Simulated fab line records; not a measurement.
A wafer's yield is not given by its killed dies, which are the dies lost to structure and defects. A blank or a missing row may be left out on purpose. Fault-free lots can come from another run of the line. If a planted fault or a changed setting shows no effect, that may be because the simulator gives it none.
Which of the tools did it? -- flow gf180mcu -- at 1 step of a route of 602, 15 lots with 45 wafers sampled

== WHAT EACH GAUGE READ, for each wafer ==
GF_V2_THK_MEAS_25: measures by xrf.
lot,measured,on,V2_W_THK (nm)
L564,day 20 06:46,film_metro-03,352 347 349
L565,day 20 17:46,film_metro-03,349 343 350
L566,day 21 00:56,film_metro-03,343 342 345
L567,day 21 10:30,film_metro-04,333 340 338
L568,day 21 16:43,film_metro-03,350 351 348
L572,day 23 01:08,film_metro-03,341 341 345
L573,day 23 17:00,film_metro-02,349 347 347
L574,day 23 23:37,film_metro-02,344 347 345
L575,day 24 07:28,film_metro-03,357 354 350
L578,day 25 03:04,film_metro-02,343 344 343
L580,day 26 01:33,film_metro-04,342 340 342
L581,day 26 03:07,film_metro-04,346 343 344
L583,day 26 17:54,film_metro-04,345 342 340
L586,day 28 03:35,film_metro-02,344 337 343
L587,day 28 15:00,film_metro-02,343 346 349

== EACH LOT AND THE TOOL THAT RAN IT (in order: tool; ch and the chambers of the sampled wafers; start) ==
The record holds no process step before these readings.

== AS READ BY THE TOOLS THEMSELVES (means over the sampled wafers that have a number; for cases with no such wafer, the mark the record gives instead) ==
The record holds no such reading with a usual standard deviation.

== THE ANSWER, worked out from the rows above alone ==
Rule: the lots themselves supply what counts as usual. Put in order of their means at a reading, lots are off if they are a third of the lots or fewer, leave a main group of 4 or more, and stand apart from it by a gap of 3 or more times the standard deviation of the main group's means; of several such gaps the widest counts. The tables above print the reading to a certain number of digits; a main group whose means all agree to those digits is not used. Also off: a lot with no number at a reading for which 4 or more lots have one. All remaining lots with rows at the step are treated as sound. After the gauges, taken in route order, come the tools' own readings; for these a lot's mean is taken, as printed above. At the first step where some lot is off, the reading lying furthest off is the one used; lots without a number count as furthest.
None of the lots is off at any reading shown; this tells nothing.

== WHAT THE SIMULATOR PUT IN ==
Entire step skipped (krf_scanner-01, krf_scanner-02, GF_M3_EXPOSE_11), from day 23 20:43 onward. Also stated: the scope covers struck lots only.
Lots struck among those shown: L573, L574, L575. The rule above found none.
